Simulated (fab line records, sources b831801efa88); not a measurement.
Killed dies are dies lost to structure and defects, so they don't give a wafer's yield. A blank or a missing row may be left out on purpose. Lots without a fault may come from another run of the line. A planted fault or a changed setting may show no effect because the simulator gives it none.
Chamber matching | flow sfq_line | SFQ_TRILAYER_I6_VIA_ETCH_VIA_ETCH_172 on rie_diel-04: 4 sister chambers
The step etches SiO2 in CHF3, stops on Nb, target depth 260 nm. 15 wafers are shown with their chamber, then 7 later ones without.

WAFERS WITH THEIR CHAMBER
wafer  | chamber | drypump_motor_current_A (A) | oes_product_au (a.u.) | rf_fwd_power_W (W)
L127.1 | 2       | 5.3                         | 0.850                 | 496.5
L127.3 | 0       | 5.7                         | 0.853                 | 496.6
L127.6 | 2       | 5.3                         | 0.850                 | 497.9
L130.3 | 2       | 5.3                         | 0.863                 | 495.6
L130.4 | 0       | 5.7                         | 0.841                 | 501.7
L130.6 | 0       | 5.8                         | 0.853                 | 498.2
L132.1 | 0       | 5.7                         | 0.863                 | 495.4
L132.2 | 3       | 6.1                         | 0.865                 | 497.0
L132.6 | 0       | 5.7                         | 0.857                 | 496.4
L136.3 | 1       | 5.4                         | 0.856                 | 497.8
L136.4 | 2       | 5.3                         | 0.861                 | 499.2
L136.5 | 0       | 5.7                         | 0.854                 | 499.9
L137.3 | 3       | 6.0                         | 0.860                 | 498.1
L137.4 | 0       | 5.7                         | 0.857                 | 497.9
L137.5 | 1       | 5.3                         | 0.857                 | 498.7

SIGNATURES (means of the wafers above)
reading                 | chamber 0 | chamber 1 | chamber 2 | chamber 3 | scatter within a chamber
drypump_motor_current_A | 5.714     | 5.350     | 5.300     | 6.050     | 0.0411
oes_product_au          | 0.85400   | 0.85650   | 0.85600   | 0.86250   | 0.00624
rf_fwd_power_W          | 498.014   | 498.250   | 497.300   | 497.550   | 1.84
Rule: a wafer's distance from a chamber is the root of the sum, over the readings, of the square of ((its reading less the chamber's mean) divided by the reading's scatter). The wafer belongs to the nearest chamber; if the next one is less than 2 further off, it can't be placed. The scatter: the root of (the sum of the squares of (reading less its chamber's mean) over the shown wafers, divided by (wafers less chambers)).

WAFERS WITHOUT THEIR CHAMBER
wafer  | drypump_motor_current_A (A) | oes_product_au (a.u.) | rf_fwd_power_W (W)
L141.1 | 6.0                         | 0.856                 | 497.8
L141.3 | 5.4                         | 0.858                 | 496.4
L141.5 | 5.7                         | 0.849                 | 499.0
L142.5 | 5.7                         | 0.843                 | 495.4
L149.1 | 5.3                         | 0.857                 | 497.0
L149.3 | 5.4                         | 0.852                 | 499.6
L149.4 | 6.1                         | 0.865                 | 498.5

WHICH CHAMBER EACH WENT THROUGH
wafer  | from the rows above     | in truth
L141.1 | 3                       | 3
L141.3 | can't be placed: 1 or 2 | 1
L141.5 | 0                       | 0
L142.5 | 0                       | 0
L149.1 | can't be placed: 2 or 1 | 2
L149.3 | can't be placed: 1 or 2 | 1
L149.4 | 3                       | 3
Placed correctly: 4 of 7. Can't be placed from these rows: 3 (the true chamber is among the candidates in 3). Placed wrongly: 0.
